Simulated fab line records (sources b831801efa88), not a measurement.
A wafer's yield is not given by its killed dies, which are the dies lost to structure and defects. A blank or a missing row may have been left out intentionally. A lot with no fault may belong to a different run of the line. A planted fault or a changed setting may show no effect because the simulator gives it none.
fab line records	flow sky130
record: lots: 9	wafers: 27	last_day: 49
route steps=708 shown METAL3@532 VIA3@587 METAL4@599 CAP2M@605
lots untouched by any fault: they come from a run of this same line in which no faults occurred
start_h: hours from the record's opening day to when the first of the lot's shown wafers began	wait_h: time in hours since the lot's previous step	" same as the row above	L1.1+2: one row covering several wafers at once	- no value, or no start was given	* or withheld: withheld	< > ~ a bound
route shown NAME@n: NAME is a module with steps in the file, n the number in the route of the first one	usual: mean/standard deviation taken from wafers without a fault	same: alike in all rows	chamber/n: place in a boat	sites: the reading at each site	_std_site: the values' standard deviation	_edge_site: mean of outer sites minus mean of inner sites	radius_mm: for every site, how far away it sits from the centre of the wafer	mask NAME#n: copy n	behind: the tool/chamber that last shaped the wafer	hold: why the lot went on hold/how many hours it stayed there/how the hold came to an end	device: transistor that didn't switch, given as n, p or np	end of line: the route-end tests of the same wafers	a step without rows: its recipe alone	killed: dies lost to structure and defects at the first sort, not the wafer's yield	map: the dies of a wafer, with x for killed, . for not killed, _ for no die there
set.NAME: setting as actually run; set.NAME@STEP: the setting as run at that earlier step	model.NAME: the simulator's own value behind a step, which no gauge read
one table for each step of the route and one row for each wafer, over a sample of lots
services: a tool's chamber out of use, with start hour (start_h, from the record's first day; less than 0 if before it), hours out, and reason
== steps ==
step: SKY_METAL3_SPUTTER_00
recipe: material: Ti	target_thk_nm: 15	power_w: 3000	time_s: 10	chamber_pressure_pa: 0.4
usual: throttle_valve_pct: 29.9/1
lot.wafer	tool	chamber	start_h	wait_h	throttle_valve_pct
L522.3	pvd_sputter-03	-	851.31	0.1	28.5
L522.5	"	-	"	"	29.5
L522.6	"	-	"	"	28.4
L523.3	pvd_sputter-01	-	857.08	0.1	29.2
L523.4	"	-	"	"	29.8
L523.6	"	-	"	"	29.1
L524.2	pvd_sputter-02	-	905.53	0.2	32.1
L524.3	"	-	"	"	30.8
L524.6	"	-	"	"	32.1
L528.3	pvd_sputter-03	-	905.88	0.1	30.9
L528.4	"	-	"	"	28.8
L528.6	"	-	"	"	29.2
L530.4	pvd_sputter-02	-	943.56	0.1	30.7
L530.5	"	-	"	"	30.9
L530.6	"	-	"	"	29.4
L531.4	pvd_sputter-02	-	944.34	0.1	30.9
L531.5	"	-	"	"	29.4
L531.6	"	-	"	"	30.7
L534.1	pvd_sputter-02	-	948.21	0.2	32.0
L534.3	"	-	"	"	30.9
L534.5	"	-	"	"	29.5
L535.2	pvd_sputter-01	-	955.35	0.2	30.8
L535.3	"	-	"	"	28.9
L535.5	"	-	"	"	29.1
L539.1	pvd_sputter-03	-	973.55	0.2	28.5
L539.4	"	-	"	"	29.1
L539.6	"	-	"	"	29.6
step: SKY_VIA3_ETCH_14
recipe: chemistry: N2/H2	target: BARC	ion_energy_ev: 200	source_w: 500	bias_w: 100	pressure_mtorr: 30	n2_flow_sccm: 100	h2_flow_sccm: 200	stop_on: SiO2	time_s: 45.9	target_depth_a: 600
usual: bias_w: 100.04/0.27	drypump_motor_current_A: 5.8/0.49	oes_product_au: 0.855/0.0049	rf_fwd_power_W: 495.7/2.3	throttle_valve_pct: 13.224/0.0085
lot.wafer	tool	chamber	start_h	wait_h	bias_w	drypump_motor_current_A	oes_product_au	rf_fwd_power_W	rf_hours_counter_h	throttle_valve_pct
L522.3	rie_diel-03	3	931.51	0.0	100.09	5.6	0.850	495.2	15	13.232
L522.5	"	3	"	"	99.86	5.6	0.851	495.3	-	13.225
L522.6	"	0	"	"	100.21	6.6	0.851	495.7	-	13.218
L523.3	rie_diel-02	1	937.26	0.0	99.73	5.3	0.848	500.1	9	13.216
L523.4	"	3	"	"	99.92	6.3	0.856	493.9	14	13.215
L523.6	"	0	"	"	100.43	6.2	0.855	495.6	-	13.227
L524.2	rie_diel-03	0	981.06	0.0	100.12	6.5	0.858	496.7	17	13.232
L524.3	"	2	"	"	99.68	6.1	0.852	500.2	30	13.222
L524.6	"	1	"	"	100.56	5.7	0.855	492.9	-	13.215
L528.3	rie_diel-01	0	981.94	0.0	100.31	5.6	0.850	495.7	4	13.223
L528.4	"	1	"	"	99.93	5.1	0.858	492.4	10	13.222
L528.6	"	0	"	"	100.41	5.6	0.852	497.8	-	13.218
L530.4	rie_diel-02	2	1017.18	0.0	100.24	5.7	0.853	495.8	2	13.222
L530.5	"	0	"	"	99.86	6.2	0.848	497.3	-	13.235
L530.6	"	1	"	"	99.67	5.3	0.855	496.2	-	13.221
L531.4	rie_diel-01	2	1018.32	0.0	100.11	5.0	0.855	497.3	24	13.215
L531.5	"	2	"	"	99.84	5.0	0.853	496.3	-	13.222
L531.6	"	3	"	"	99.97	6.2	0.849	488.5	-	13.230
L534.1	rie_diel-03	0	1022.21	0.0	100.13	6.6	0.853	494.1	19	13.225
L534.3	"	2	"	"	100.01	6.1	0.854	497.2	0	13.227
L534.5	"	0	"	"	100.02	6.6	0.861	495.4	-	13.236
L535.2	rie_diel-02	2	1028.26	0.0	99.40	5.7	0.851	494.8	2	13.233
L535.3	"	3	"	"	100.41	6.3	0.859	498.6	17	13.222
L535.5	"	3	"	"	99.84	6.3	0.854	497.1	-	13.239
L539.1	rie_diel-03	0	1045.22	0.0	99.77	6.5	0.861	498.4	20	13.219
L539.4	"	3	"	"	100.14	5.6	0.851	495.9	18	13.216
L539.6	"	1	"	"	99.74	5.7	0.850	495.0	-	13.234
step: SKY_METAL4_SPUTTER_01
recipe: material: TiN	target_thk_nm: 20	power_w: 6500	time_s: 16.32	chamber_pressure_pa: 0.4
usual: throttle_valve_pct: 29.7/0.85
lot.wafer	tool	chamber	start_h	wait_h	throttle_valve_pct
L522.3	pvd_sputter-01	-	933.02	0.0	29.0
L522.5	"	-	"	"	29.7
L522.6	"	-	"	"	30.8
L523.3	pvd_sputter-04	-	938.70	0.0	29.2
L523.4	"	-	"	"	31.4
L523.6	"	-	"	"	29.5
L524.2	pvd_sputter-04	-	982.45	0.0	29.6
L524.3	"	-	"	"	29.7
L524.6	"	-	"	"	29.8
L528.3	pvd_sputter-01	-	983.35	0.0	29.7
L528.4	"	-	"	"	29.0
L528.6	"	-	"	"	29.9
L530.4	pvd_sputter-01	-	1018.56	0.0	29.0
L530.5	"	-	"	"	29.7
L530.6	"	-	"	"	30.8
L531.4	pvd_sputter-01	-	1019.70	0.0	31.1
L531.5	"	-	"	"	29.0
L531.6	"	-	"	"	29.1
L534.1	pvd_sputter-04	-	1023.59	0.0	29.9
L534.3	"	-	"	"	29.5
L534.5	"	-	"	"	29.4
L535.2	pvd_sputter-04	-	1029.64	0.0	29.9
L535.3	"	-	"	"	29.9
L535.5	"	-	"	"	30.0
L539.1	pvd_sputter-04	-	1046.64	0.0	29.6
L539.4	"	-	"	"	30.0
L539.6	"	-	"	"	31.6
step: SKY_CAP2M_SPUTTER_02
recipe: material: TiN	target_thk_nm: 200	temp_c: 300	power_w: 6500	time_s: 166.7	chamber_pressure_pa: 0.4
usual: throttle_valve_pct: 30.1/1.1
lot.wafer	tool	chamber	start_h	wait_h	throttle_valve_pct
L522.3	pvd_sputter-02	-	933.23	0.0	32.0
L522.5	"	-	"	"	30.9
L522.6	"	-	"	"	31.9
L523.3	pvd_sputter-02	-	938.92	0.0	30.6
L523.4	"	-	"	"	29.6
L523.6	"	-	"	"	30.6
L524.2	pvd_sputter-02	-	982.67	0.0	31.7
L524.3	"	-	"	"	30.9
L524.6	"	-	"	"	30.7
L528.3	pvd_sputter-03	-	983.57	0.0	29.3
L528.4	"	-	"	"	28.6
L528.6	"	-	"	"	28.1
L530.4	pvd_sputter-02	-	1018.79	0.0	30.9
L530.5	"	-	"	"	31.6
L530.6	"	-	"	"	30.9
L531.4	pvd_sputter-02	-	1019.92	0.0	29.6
L531.5	"	-	"	"	29.5
L531.6	"	-	"	"	30.6
L534.1	pvd_sputter-03	-	1023.81	0.1	29.3
L534.3	"	-	"	"	28.3
L534.5	"	-	"	"	29.0
L535.2	pvd_sputter-01	-	1029.86	0.0	29.8
L535.3	"	-	"	"	29.0
L535.5	"	-	"	"	29.0
L539.1	pvd_sputter-03	-	1046.86	0.1	30.7
L539.4	"	-	"	"	29.4
L539.6	"	-	"	"	28.8
step: SKY_CAP2M_RS_MEAS_03
recipe: thk_meas_gauge: four-point-probe	reads: TiN_of_CAP2M_SPUTTER_02
usual: CAP2M_TIN_RS: 6.96/0.087
lot.wafer	tool	chamber	start_h	wait_h	CAP2M_TIN_RS[ohm/sq]
L522.3	film_metro-02	-	933.38	0.1	7.03
L522.5	"	-	"	"	6.87
L522.6	"	-	"	"	6.96
L523.3	film_metro-03	-	939.06	0.1	7.01
L523.4	"	-	"	"	6.91
L523.6	"	-	"	"	7.00
L524.2	film_metro-02	-	982.79	0.1	7.08
L524.3	"	-	"	"	6.96
L524.6	"	-	"	"	6.88
L528.3	film_metro-03	-	983.72	0.1	6.83
L528.4	"	-	"	"	6.93
L528.6	"	-	"	"	6.90
L530.4	film_metro-01	-	1018.96	0.1	8.09
L530.5	"	-	"	"	8.10
L530.6	"	-	"	"	8.02
L531.4	film_metro-02	-	1020.09	0.1	7.81
L531.5	"	-	"	"	7.89
L531.6	"	-	"	"	8.05
L534.1	film_metro-01	-	1023.92	0.1	6.91
L534.3	"	-	"	"	6.97
L534.5	"	-	"	"	6.91
L535.2	film_metro-01	-	1029.99	0.1	6.87
L535.3	"	-	"	"	6.86
L535.5	"	-	"	"	6.89
L539.1	film_metro-01	-	1046.97	0.1	6.95
L539.4	"	-	"	"	7.06
L539.6	"	-	"	"	7.03
step: SKY_CAP2M_THK_MEAS_04
recipe: thk_meas_gauge: xrf	reads: TiN_of_CAP2M_SPUTTER_02
usual: CAP2M_TIN_THK: 198.2/2.7
lot.wafer	tool	chamber	start_h	wait_h	CAP2M_TIN_THK[nm]
L522.3	film_metro-02	-	933.48	0.1	196.9
L522.5	"	-	"	"	200.4
L522.6	"	-	"	"	197.3
L523.3	film_metro-03	-	939.16	0.1	198.2
L523.4	"	-	"	"	201.2
L523.6	"	-	"	"	198.9
L524.2	film_metro-02	-	982.90	0.1	195.3
L524.3	"	-	"	"	198.0
L524.6	"	-	"	"	202.0
L528.3	film_metro-03	-	983.82	0.1	203.7
L528.4	"	-	"	"	200.8
L528.6	"	-	"	"	201.3
L530.4	film_metro-01	-	1019.05	0.1	169.7
L530.5	"	-	"	"	169.7
L530.6	"	-	"	"	172.1
L531.4	film_metro-02	-	1020.18	0.1	176.2
L531.5	"	-	"	"	175.5
L531.6	"	-	"	"	171.8
L534.1	film_metro-01	-	1024.04	0.1	197.8
L534.3	"	-	"	"	197.6
L534.5	"	-	"	"	198.0
L535.2	film_metro-01	-	1030.10	0.1	200.1
L535.3	"	-	"	"	199.7
L535.5	"	-	"	"	199.5
L539.1	film_metro-01	-	1047.09	0.1	199.2
L539.4	"	-	"	"	194.8
L539.6	"	-	"	"	195.4
step: SKY_CAP2M_METAL_ETCH_13
recipe: target_depth_nm: 220	stop_on: SiO2	chemistry: Cl2/BCl3	target: TiN	pressure_mtorr: 10	icp_w: 900	bias_w: 48.5	Cl2_flow_sccm: 60	bcl3_flow_sccm: 30	time_s: 62.9
usual: bcl3_flow_sccm: 30.00/0.093	bias_w: 48.46/0.14	drypump_motor_current_A: 5.77/0.23	oes_product_au: 0.937/0.0086	rf_fwd_power_W: 892/3.1	throttle_valve_pct: 21.903/0.011
lot.wafer	tool	chamber	start_h	wait_h	bcl3_flow_sccm	bias_w	drypump_motor_current_A	oes_product_au	rf_fwd_power_W	rf_hours_counter_h	throttle_valve_pct
L522.3	rie_metal-04	0	957.79	0.0	29.97	48.49	5.74	0.931	898	-	21.905
L522.5	"	0	"	"	30.06	48.79	5.75	0.946	895	-	21.907
L522.6	"	1	"	"	30.02	48.33	5.93	0.933	896	-	21.901
L523.3	rie_metal-01	1	962.47	0.0	29.97	48.34	5.21	0.932	888	-	21.907
L523.4	"	0	"	"	30.02	48.51	5.81	0.946	890	-	21.885
L523.6	"	0	"	"	29.94	48.60	5.80	0.929	891	-	21.917
L524.2	rie_metal-01	1	1005.99	0.0	30.08	48.37	5.23	0.929	889	15	21.919
L524.3	"	0	"	"	30.10	48.48	5.78	0.941	893	-	21.888
L524.6	"	0	"	"	30.09	48.38	5.79	0.945	892	-	21.915
L528.3	rie_metal-03	1	1006.64	0.0	29.79	48.15	5.77	0.958	893	-	21.895
L528.4	"	0	"	"	30.14	48.34	5.98	0.943	896	-	21.917
L528.6	"	0	"	"	30.16	48.63	5.97	0.948	894	-	21.894
L530.4	rie_metal-03	0	1042.23	0.0	30.06	48.48	5.97	0.864	891	-	21.947
L530.5	"	1	"	"	29.90	48.48	5.76	0.853	896	-	21.928
L530.6	"	0	"	"	30.02	48.37	5.98	0.865	890	-	21.941
L531.4	rie_metal-01	1	1042.97	0.0	29.98	48.46	5.23	0.880	887	-	21.931
L531.5	"	0	"	"	30.05	48.45	5.82	0.871	894	-	21.940
L531.6	"	1	"	"	30.00	48.44	5.20	0.865	888	-	21.958
L534.1	rie_metal-01	0	1045.49	0.0	30.06	48.34	5.80	0.943	888	12	21.896
L534.3	"	1	"	"	29.95	48.37	5.22	0.933	889	-	21.916
L534.5	"	1	"	"	29.94	48.61	5.20	0.936	890	-	21.886
L535.2	rie_metal-03	1	1051.39	0.0	30.16	48.49	5.75	0.945	897	19	21.920
L535.3	"	1	"	"	30.08	48.40	5.73	0.943	900	-	21.883
L535.5	"	1	"	"	30.04	48.45	5.75	0.943	896	-	21.915
L539.1	rie_metal-03	1	1068.49	0.0	30.01	48.45	5.74	0.944	895	20	21.883
L539.4	"	0	"	"	29.96	48.42	5.97	0.933	890	-	21.917
L539.6	"	0	"	"	29.92	48.23	5.98	0.932	889	-	21.919
== services ==
tool	chamber	start_h	hours	kind
rie_diel-02	0	832.26	15.3	repair
rie_diel-02	1	832.79	4.4	repair
rie_diel-01	0	846.98	7.5	repair
pvd_sputter-04	-	859.11	0.8	repair
rie_metal-03	0	867.42	2.0	repair
pvd_sputter-02	-	877.06	3.1	repair
rie_metal-01	0	879.50	2.3	repair
rie_metal-01	0	890.76	28.6	repair
rie_diel-02	3	893.07	5.3	repair
rie_metal-01	1	901.53	36.5	repair
pvd_sputter-04	-	905.06	6.7	repair
rie_diel-02	-	907.38	0.3	repair
pvd_sputter-03	-	912.29	8.0	repair
rie_diel-03	-	921.90	1.0	repair
rie_diel-03	3	934.16	25.3	repair
rie_metal-03	1	940.72	12.7	repair
pvd_sputter-04	-	940.99	1.1	repair
pvd_sputter-01	-	966.11	4.5	repair
pvd_sputter-04	-	972.43	3.3	repair
pvd_sputter-01	-	1003.80	1.2	repair
pvd_sputter-03	-	1031.46	3.3	repair
rie_diel-03	-	1032.88	2.7	repair
rie_diel-02	0	1039.28	1.9	repair
rie_diel-03	-	1047.06	4.1	repair
== key ==
first_sign: step: SKY_CAP2M_RS_MEAS_03	reading: CAP2M_TIN_RS	direction: up	sigmas: 12	usual: 6.96	struck: 8.00
effect: step: SKY_CAP2M_THK_MEAS_04	reading: CAP2M_TIN_THK	direction: down	sigmas: 9.6	usual: 198.2	struck: 172.5
effect: step: SKY_CAP2M_METAL_ETCH_13	reading: oes_product_au	direction: down	sigmas: 8.3	usual: 0.937	struck: 0.866
met_at SKY_CAP2M_SPUTTER_02
struck_lots L530,L531
not_acting_at SKY_METAL3_SPUTTER_00,SKY_VIA3_ETCH_14,SKY_METAL4_SPUTTER_01
onset_between 982.67 1018.79
fault: kind: process_parameter_drift	tool: pvd_sputter-02	chamber: -	onset_h: 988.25	steps: SKY_CAP2M_SPUTTER_02	channel: time_s	offset: *	shape: step	acts_in: *	stated: *
